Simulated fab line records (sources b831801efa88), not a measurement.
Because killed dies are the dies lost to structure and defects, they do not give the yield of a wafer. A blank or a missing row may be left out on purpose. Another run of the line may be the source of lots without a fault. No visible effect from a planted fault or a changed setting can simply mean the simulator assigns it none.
Which tool is to blame?	flow gf180mcu	Sampling: 14 lots, 42 wafers, 2 of 602 route steps

WHAT EACH GAUGE READ, for each wafer
GF_V4_THK_MEAS_03. Usual: for V4_CVD_02_THK the level is 847 nm and the standard deviation is 13.
lot	measured	on	V4_CVD_02_THK (nm)	flag
L120	day 23 15:14	filmMetro-01	832 857 842	
L123	day 24 22:37	filmMetro-01	844 868 865	
L124	day 25 01:34	filmMetro-03	841 838 856	
L125	day 25 20:25	filmMetro-02	847 828 846	
L126	day 25 23:37	filmMetro-01	846 837 873	
L127	day 26 05:37	filmMetro-01	841 831 840	
L128	day 26 06:47	filmMetro-01	842 868 846	
L130	day 27 03:56	filmMetro-02	858 862 843	
L131	day 27 09:26	filmMetro-03	840 848 858	
L137	day 29 03:05	filmMetro-02	828 856 849	
L139	day 29 18:23	filmMetro-02	841 844 859	
L141	day 30 04:27	filmMetro-02	829 836 836	
L142	day 30 11:29	filmMetro-03	817 859 847	
L143	day 30 18:08	filmMetro-02	833 833 844	

EACH LOT AND THE TOOL THAT RAN IT (in order: tool; ch and the chambers of the sampled wafers; start)
lot	GF_V3_SPUTTER_22
L120	pvdSputter-02, day 22 14:10
L123	pvdSputter-04, day 23 22:22
L124	pvdSputter-04, day 24 01:28
L125	pvdSputter-02, day 24 21:09
L126	pvdSputter-01, day 25 00:34
L127	pvdSputter-04, day 25 06:45
L128	pvdSputter-01, day 25 07:42
L130	pvdSputter-04, day 26 05:12
L131	pvdSputter-02, day 26 10:50
L137	pvdSputter-04, day 28 05:44
L139	pvdSputter-01, day 28 20:45
L141	pvdSputter-04, day 29 08:31
L142	pvdSputter-04, day 29 15:18
L143	pvdSputter-02, day 29 21:25
- GF_V3_SPUTTER_22: material TiN, target thk 10 nm, time 40 s.

AS READ BY THE TOOLS THEMSELVES (means over the sampled wafers that have a number; for cases with no such wafer, the mark the record gives instead)
GF_V3_SPUTTER_22. Usual: 29.9 % for throttleValvePct, sd 0.71.
lot	tool	throttleValvePct (%)	flag
L120	pvdSputter-02	30.6	
L123	pvdSputter-04	29.7	
L124	pvdSputter-04	29.8	
L125	pvdSputter-02	30.8	
L126	pvdSputter-01	29.7	
L127	pvdSputter-04	29.9	
L128	pvdSputter-01	29.6	
L130	pvdSputter-04	29.4	
L131	pvdSputter-02	30.7	
L137	pvdSputter-04	29.5	
L139	pvdSputter-01	29.8	
L141	pvdSputter-04	29.6	
L142	pvdSputter-04	29.6	
L143	pvdSputter-02	30.6	

THE ANSWER, worked out from the rows above alone
Rule: take the mean of a lot's wafers that have a number; if it is more than 3 standard deviations from the usual mean, the lot is off. Also off: a lot with no number at a reading for which 4 or more lots have one. Where the step has rows for the other lots, those lots are counted as sound. The gauges are gone through in route order, then the tools' own readings, and for those a lot's mean is taken as printed above. The first step at which some lot is off is used, and at that step the reading that is off furthest; a lot without a number counts as furthest.
Across all readings shown, no lot is off: no conclusion can be drawn from this.

WHAT WAS PUT IN BY THE SIMULATOR
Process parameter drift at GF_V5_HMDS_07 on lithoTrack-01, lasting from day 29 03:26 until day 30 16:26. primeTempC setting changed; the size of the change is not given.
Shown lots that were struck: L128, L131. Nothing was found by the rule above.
